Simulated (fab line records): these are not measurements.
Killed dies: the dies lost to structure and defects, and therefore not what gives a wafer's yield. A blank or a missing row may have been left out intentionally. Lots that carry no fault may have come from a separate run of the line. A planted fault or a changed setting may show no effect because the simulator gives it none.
fab line records | flow sky130
record: lots: 7 wafers: 21 last-day: 50
route steps=708 shown LDD_HVN@269 LDD_HVP@278 PAD_OPEN@708
lots that met no fault: from a run of the same line without faults
start-h: hours from the record's opening day to when the first of the lot's shown wafers began | wait-h: hours since the lot's step before | " the same as in the row above | L1.1+2: several wafers, shown together as one row | - either no value or no given start | * or withheld: withheld | < > ~ a bound
route shown NAME@n: a module of which the file shows steps, and the number in the route of the first | usual: mean/standard deviation of fault-free wafers | same: alike in all rows | chamber/n: place in a boat | sites: the reading at each site | _std_site: their standard deviation | _edge_site: inner sites' mean taken away from outer sites' mean | radius-mm: how far each site lies from the wafer's centre | mask NAME#n: copy n | behind: the tool/chamber that last shaped the wafer | hold: cause of the lot's hold/its duration in hours/its outcome | device: the n, p or np transistor that did not switch | end of line: at the end of the route, the tests of the same wafers | for a step that has no rows: nothing shown but its recipe | killed: not the wafer's yield, but the dies lost to structure and defects at the first sort | map: dies across one wafer; x = killed, . = not, _ = none there
set.NAME: the run value of the setting; set.NAME@STEP: its run value at that earlier step | model.NAME: the simulator's own value behind a step, which no gauge read
certain route steps with their lots: each step a table, each wafer a row
services: a tool's chamber out of use, with start hour (start-h, from the record's first day; less than 0 if before it), hours out, and reason
== steps ==
step: SKY_LDD_HVN_COAT_02
recipe: resist: NOVOLAK spin-rpm: 3000 resist-thk-nm: 300
step: SKY_LDD_HVN_SOFTBAKE_03
recipe: temp-c: 90 time-s: 60 resist: NOVOLAK
step: SKY_LDD_HVN_EXPOSE_04
recipe: mask-id: HVNTM na: 0.6 source-shape: conventional sigma-outer: 0.6 polarization: unpolarized target-cd-nm: 700 dose-mj: 127
step: SKY_LDD_HVN_PEB_05
recipe: temp-c: withheld time-s: * resist: NOVOLAK
step: SKY_LDD_HVN_DEVELOP_06
recipe: resist: NOVOLAK developer: TMAH develop-time-s: 60 dev-temp-c: 23
step: SKY_LDD_HVN_OVL_MEAS_07
usual: LDD_HVN_OVL: 0.0/1.4
columns lot.wafer tool chamber start-h wait-h LDD_HVN_OVL[nm]
L629.1 overlay-02 - 503.33 0.1 3.1
L629.2 " - " " 1.6
L629.6 " - " " 3.5
L635.2 overlay-01 - 552.58 0.1 -0.7
L635.3 " - " " 0.9
L635.6 " - " " 1.3
L637.1 overlay-01 - 568.24 0.1 -1.6
L637.2 " - " " -1.1
L637.4 " - " " -1.5
L638.2 overlay-01 - 578.04 0.1 2.8
L638.3 " - " " 0.1
L638.5 " - " " 2.4
L639.1 overlay-02 - 589.68 0.1 1.1
L639.4 " - " " 0.1
L639.6 " - " " 0.5
L640.1 overlay-02 - 594.90 0.1 0.2
L640.3 " - " " 0.0
L640.5 " - " " 0.7
L648.1 overlay-02 - 653.24 0.1 -1.8
L648.3 " - " " -1.0
L648.6 " - " " -2.6
step: SKY_LDD_HVN_IMPLANT_08
recipe: species: P energy-kev: 60 dose-cm2: 3e+13 tilt-deg: 40
step: SKY_LDD_HVN_STRIP_09
recipe: chemistry: O2/N2 power-w: 1400 pressure-mtorr: 1500 platen-temp-c: withheld o2-flow-sccm: 3000 n2-flow-sccm: 300 overash-fraction: 0.5
usual: drypump-motor-current-A: 5.9/0.5 oes-product-au: 0.408/0.0041 strip-time-to-endpoint-s: 4.130/0.013
columns lot.wafer tool chamber start-h wait-h drypump-motor-current-A oes-product-au rf-hours-counter-h strip-time-to-endpoint-s
L629.1 plasma-asher-04 1 503.51 0.1 6.2 0.403 84 4.135
L629.2 " 0 " " 5.9 0.404 84 4.108
L629.6 " 1 " " 6.2 0.400 - 4.120
L635.2 plasma-asher-02 0 552.76 0.1 5.3 0.409 39 4.096
L635.3 " 0 " " 5.3 0.411 - 4.139
L635.6 " 0 " " 5.3 0.400 - 4.132
L637.1 plasma-asher-02 1 568.42 0.1 5.7 0.404 41 4.138
L637.2 " 0 " " 5.3 0.405 41 4.140
L637.4 " 0 " " 5.3 0.408 - 4.135
L638.2 plasma-asher-02 1 578.22 0.1 5.7 0.414 42 4.140
L638.3 " 0 " " 5.3 0.414 - 4.155
L638.5 " 0 " " 5.3 0.403 - 4.135
L639.1 plasma-asher-03 1 589.86 0.1 5.5 0.409 76 4.144
L639.4 " 0 " " 6.7 0.408 - 4.136
L639.6 " 0 " " 6.6 0.404 - 4.142
L640.1 plasma-asher-03 0 595.08 0.1 6.7 0.414 76 4.109
L640.3 " 1 " " 5.6 0.409 - 4.130
L640.5 " 0 " " 6.7 0.412 - 4.119
L648.1 plasma-asher-02 0 653.42 0.1 5.3 0.409 49 4.119
L648.3 " 1 " " 5.8 0.408 - 4.134
L648.6 " 0 " " 5.3 0.413 - 4.141
step: SKY_LDD_HVN_TW_MEAS_10
usual: LDD_HVN_TW: 1445/9.6
columns lot.wafer tool chamber start-h wait-h LDD_HVN_TW
L629.1 film-metro-02 - 503.61 0.1 1431
L629.2 " - " " 1437
L629.6 " - " " 1434
L635.2 film-metro-03 - 552.87 0.1 1424
L635.3 " - " " 1427
L635.6 " - " " 1428
L637.1 film-metro-01 - 568.52 0.1 1451
L637.2 " - " " 1450
L637.4 " - " " 1454
L638.2 film-metro-02 - 578.33 0.1 1440
L638.3 " - " " 1444
L638.5 " - " " 1439
L639.1 film-metro-01 - 589.96 0.1 1449
L639.4 " - " " 1458
L639.6 " - " " 1454
L640.1 film-metro-02 - 595.18 0.1 1446
L640.3 " - " " 1441
L640.5 " - " " 1435
L648.1 film-metro-02 - 653.52 0.1 1444
L648.3 " - " " 1446
L648.6 " - " " 1447
step: SKY_LDD_HVP_DEHYDRATE_00
recipe: temp-c: 200 time-s: 60
step: SKY_LDD_HVP_HMDS_01
recipe: prime-time-s: 60 prime-temp-c: 120
step: SKY_LDD_HVP_COAT_02
recipe: resist: NOVOLAK spin-rpm: 3000 resist-thk-nm: 300
step: SKY_LDD_HVP_SOFTBAKE_03
recipe: temp-c: 90 time-s: 60 resist: NOVOLAK
usual: run-length-s: 89.02/0.16
columns lot.wafer tool chamber start-h wait-h run-length-s
L629.1 litho-track-02 0 518.18 0.1 89.02
L629.2 " 0 " " 88.93
L629.6 " 0 " " 88.92
L635.2 litho-track-01 0 567.90 0.1 89.20
L635.3 " 0 " " 89.24
L635.6 " 0 " " 89.30
L637.1 litho-track-02 0 583.43 0.1 95.10
L637.2 " 0 " " 95.11
L637.4 " 0 " " 94.97
L638.2 litho-track-02 0 592.85 0.1 95.08
L638.3 " 0 " " 95.13
L638.5 " 0 " " 94.99
L639.1 litho-track-01 0 604.38 0.1 89.10
L639.4 " 0 " " 89.18
L639.6 " 0 " " 89.13
L640.1 litho-track-02 0 609.38 0.1 95.09
L640.3 " 0 " " 95.10
L640.5 " 0 " " 95.24
L648.1 litho-track-04 0 667.74 0.1 88.88
L648.3 " 0 " " 89.06
L648.6 " 0 " " 89.10
step: SKY_LDD_HVP_EXPOSE_04
recipe: mask-id: HVPTM na: 0.6 source-shape: conventional sigma-outer: 0.6 polarization: unpolarized target-cd-nm: 700 dose-mj: 86
step: SKY_PAD_OPEN_PROBE_99
usual: killed_at_M0_to_M3: 43/7 killed_at_M4_up: 3.1/2 killed-at-contacts: 24/5.3 killed-at-front-end: 15/4.2 killed-at-other: 0.4/0.66 killed-dies: 86/9.5 killed-open: 47/7.4 killed-short: 38/6.2
same: gross-dies: 492 killed-at-back-side: 0
columns lot.wafer tool chamber start-h wait-h killed_at_M0_to_M3 killed_at_M4_up killed-at-contacts killed-at-front-end killed-at-other killed-dies killed-open killed-short
L629.1 prober-02 - 1101.70 0.1 39 4 23 15 0 81 36 44
L629.2 prober-02 - 1101.75 0.1 38 2 24 21 0 85 52 33
L629.6 prober-02 - 1101.95 0.2 33 2 20 20 1 76 42 34
L635.2 prober-01 - 1135.40 0.1 58 2 21 10 1 92 49 43
L635.3 prober-01 - 1135.45 0.2 38 2 20 13 0 73 36 37
L635.6 prober-01 - 1135.60 0.2 45 1 31 18 1 96 49 47
L637.1 prober-02 - 1147.09 0.1 49 3 25 17 0 94 51 43
L637.2 prober-02 - 1147.14 0.1 47 1 27 21 0 96 57 39
L637.4 prober-02 - 1147.24 0.2 56 4 21 24 0 105 55 50
L638.2 prober-01 - 1150.12 0.1 41 3 25 19 1 89 32 57
L638.3 prober-01 - 1150.17 0.2 35 2 32 14 0 83 51 32
L638.5 prober-01 - 1150.27 0.2 48 4 28 12 0 92 52 40
L639.1 prober-02 - 1159.22 0.1 42 6 24 21 2 95 52 43
L639.4 prober-02 - 1159.37 0.2 56 8 18 14 0 96 52 44
L639.6 prober-02 - 1159.47 0.2 50 7 25 17 0 99 48 51
L640.1 prober-01 - 1160.64 0.1 47 2 26 7 0 82 41 41
L640.3 prober-01 - 1160.74 0.2 46 4 16 13 0 79 38 41
L640.5 prober-01 - 1160.84 0.2 30 3 24 18 0 75 42 33
L648.1 prober-01 - 1194.81 0.1 43 4 29 14 0 90 49 41
L648.3 prober-01 - 1194.91 0.2 28 9 21 28 0 86 51 34
L648.6 prober-01 - 1195.06 0.2 26 3 24 16 1 70 48 22
killed by level:class
L629.1 CONTACT:geometric-particle:open=7 VIA1:geometric-particle:open=7 VIA3:geometric-particle:open=6 LI_CONTACT:geometric-particle:open=5 POLY_GATE:geometric-particle:short=5 LOCAL_INTERCONNECT:geometric-particle:short=5 VIA2:geometric-particle:open=5 VIA3:geometric-particle:short=5
L629.2 VIA1:geometric-particle:open=14 CONTACT:geometric-particle:open=9 LI_CONTACT:geometric-particle:open=7 METAL2:geometric-particle:short=7 VIA1:geometric-particle:short=6 POLY_GATE:geometric-particle:open=5 VIA3:geometric-particle:open=5 FIELD_ISO:geometric-particle:short=4
L629.6 VIA1:geometric-particle:open=14 POLY_GATE:geometric-particle:open=7 CONTACT:geometric-particle:open=7 CONTACT:geometric-particle:short=6 FIELD_ISO:geometric-particle:short=5 METAL2:geometric-particle:short=4 POLY_GATE:geometric-particle:short=4 LI_CONTACT:geometric-particle:open=4
L635.2 VIA1:geometric-particle:open=18 METAL1:geometric-particle:short=10 METAL2:geometric-particle:short=9 LI_CONTACT:geometric-particle:open=7 VIA2:geometric-particle:open=6 CONTACT:geometric-particle:open=5 CONTACT:geometric-particle:short=5 METAL3:geometric-particle:short=4
L635.3 LI_CONTACT:geometric-particle:open=10 METAL1:geometric-particle:short=9 VIA1:geometric-particle:open=6 CONTACT:geometric-particle:open=5 VIA1:geometric-particle:short=5 METAL2:geometric-particle:short=5 VIA2:geometric-particle:open=5 POLY_GATE:geometric-particle:short=4
L635.6 LI_CONTACT:geometric-particle:open=13 VIA1:geometric-particle:open=9 VIA1:geometric-particle:short=8 METAL2:geometric-particle:short=7 FIELD_ISO:geometric-particle:open=6 CONTACT:geometric-particle:open=6 LI_CONTACT:geometric-particle:short=5 METAL1:geometric-particle:short=5
L637.1 CONTACT:geometric-particle:open=12 VIA1:geometric-particle:open=9 VIA3:geometric-particle:open=9 CONTACT:geometric-particle:short=8 POLY_GATE:geometric-particle:open=7 VIA2:geometric-particle:open=6 METAL2:geometric-particle:short=5 METAL1:geometric-particle:short=4
L637.2 VIA1:geometric-particle:open=12 CONTACT:geometric-particle:open=10 LI_CONTACT:geometric-particle:open=7 VIA3:geometric-particle:open=7 METAL2:geometric-particle:short=6 POLY_GATE:geometric-particle:short=5 POLY_GATE:geometric-particle:open=5 CONTACT:geometric-particle:short=5
L637.4 VIA1:geometric-particle:open=13 METAL1:geometric-particle:short=11 CONTACT:geometric-particle:open=11 POLY_GATE:geometric-particle:short=8 VIA2:geometric-particle:open=7 FIELD_ISO:geometric-particle:open=5 POLY_GATE:geometric-particle:open=5 METAL2:geometric-particle:short=5
L638.2 CONTACT:geometric-particle:short=10 FIELD_ISO:geometric-particle:short=9 VIA1:geometric-particle:open=9 METAL1:geometric-particle:short=8 FIELD_ISO:geometric-particle:open=7 VIA3:geometric-particle:short=5 LI_CONTACT:geometric-particle:short=4 LOCAL_INTERCONNECT:geometric-particle:short=4
L638.3 VIA1:geometric-particle:open=12 CONTACT:geometric-particle:open=12 LI_CONTACT:geometric-particle:open=7 VIA3:geometric-particle:open=6 FIELD_ISO:geometric-particle:short=5 METAL1:geometric-particle:short=5 POLY_GATE:geometric-particle:open=4 LI_CONTACT:geometric-particle:short=4
L638.5 LI_CONTACT:geometric-particle:open=10 VIA3:geometric-particle:open=10 VIA2:geometric-particle:open=9 VIA1:geometric-particle:short=8 CONTACT:geometric-particle:open=8 VIA1:geometric-particle:open=6 CONTACT:geometric-particle:short=5 METAL2:geometric-particle:short=5
L639.1 VIA1:geometric-particle:open=11 CONTACT:geometric-particle:open=9 METAL1:geometric-particle:short=9 FIELD_ISO:geometric-particle:open=6 FIELD_ISO:geometric-particle:short=6 VIA2:geometric-particle:open=6 VIA3:geometric-particle:open=6 CONTACT:geometric-particle:short=5
L639.4 VIA1:geometric-particle:open=12 VIA3:geometric-particle:open=11 VIA1:geometric-particle:short=8 CONTACT:geometric-particle:open=6 VIA2:geometric-particle:open=6 METAL4:geometric-particle:short=6 METAL2:geometric-particle:short=5 FIELD_ISO:geometric-particle:open=4
L639.6 VIA1:geometric-particle:open=8 LI_CONTACT:geometric-particle:open=7 CONTACT:geometric-particle:open=6 METAL1:geometric-particle:short=6 METAL2:geometric-particle:short=6 VIA2:geometric-particle:open=6 POLY_GATE:geometric-particle:open=5 LOCAL_INTERCONNECT:geometric-particle:short=5
L640.1 LI_CONTACT:geometric-particle:open=10 VIA1:geometric-particle:open=10 VIA1:geometric-particle:short=8 VIA3:geometric-particle:open=8 CONTACT:geometric-particle:open=6 CONTACT:geometric-particle:short=6 VIA3:geometric-particle:short=5 METAL2:geometric-particle:short=5
L640.3 VIA1:geometric-particle:short=8 VIA2:geometric-particle:open=7 VIA3:geometric-particle:open=6 CONTACT:geometric-particle:open=6 LI_CONTACT:geometric-particle:open=5 METAL1:geometric-particle:short=5 VIA3:geometric-particle:short=5 FIELD_ISO:geometric-particle:short=4
L640.5 CONTACT:geometric-particle:open=11 VIA2:geometric-particle:open=8 FIELD_ISO:geometric-particle:short=7 LI_CONTACT:geometric-particle:open=5 VIA1:geometric-particle:open=5 LOCAL_INTERCONNECT:geometric-particle:short=4 VIA3:geometric-particle:open=4 SPACER:geometric-particle:short=3
L648.1 LI_CONTACT:geometric-particle:open=11 VIA1:geometric-particle:open=9 METAL2:geometric-particle:short=8 LOCAL_INTERCONNECT:geometric-particle:short=6 VIA2:geometric-particle:open=6 CONTACT:geometric-particle:short=5 CONTACT:geometric-particle:open=5 VIA3:geometric-particle:open=5
L648.3 FIELD_ISO:geometric-particle:open=8 VIA1:geometric-particle:open=8 POLY_GATE:geometric-particle:short=7 CONTACT:geometric-particle:open=7 LI_CONTACT:geometric-particle:open=6 METAL4:geometric-particle:short=5 POLY_GATE:geometric-particle:open=4 LI_CONTACT:geometric-particle:short=4
L648.6 LI_CONTACT:geometric-particle:open=9 CONTACT:geometric-particle:open=8 FIELD_ISO:geometric-particle:open=6 POLY_GATE:geometric-particle:short=5 VIA2:geometric-particle:open=5 VIA1:geometric-particle:open=5 POLY_GATE:geometric-particle:open=4 VIA1:geometric-particle:short=4
== services ==
columns tool chamber start-h hours kind
plasma-asher-04 - 512.98 0.6 repair
plasma-asher-02 - 523.35 11.1 repair
plasma-asher-03 - 569.07 1.4 repair
plasma-asher-02 - 578.45 1.5 repair
plasma-asher-03 - 625.50 5.5 repair
plasma-asher-03 - 630.99 2.8 pm
== key ==
first-sign: step: SKY_LDD_HVP_SOFTBAKE_03 reading: run-length-s direction: up sigmas: 39 usual: * struck: *
effect none on later readings
met-at SKY_LDD_HVP_SOFTBAKE_03
struck-wafers L637.1,L637.2,L637.4,L638.2,L638.3,L638.5,L640.1,L640.3,L640.5
tester-left-out L637,L638,L640
onset-between 518.18 583.43
fault: kind: process-parameter-drift tool: litho-track-02 chamber: - onset-h: 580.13 steps: SKY_LDD_HVP_SOFTBAKE_03 channel: time-s offset: * shape: step end-h: 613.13 acts-in: * stated: *
tester-left-out: of these lots the tester's yield and bins aren't shown, on N5 and GAA mostly nor the transistor test; their killed dies are dies lost to structure and defects alone, not to doping, threshold or leakage, so they don't give the yield
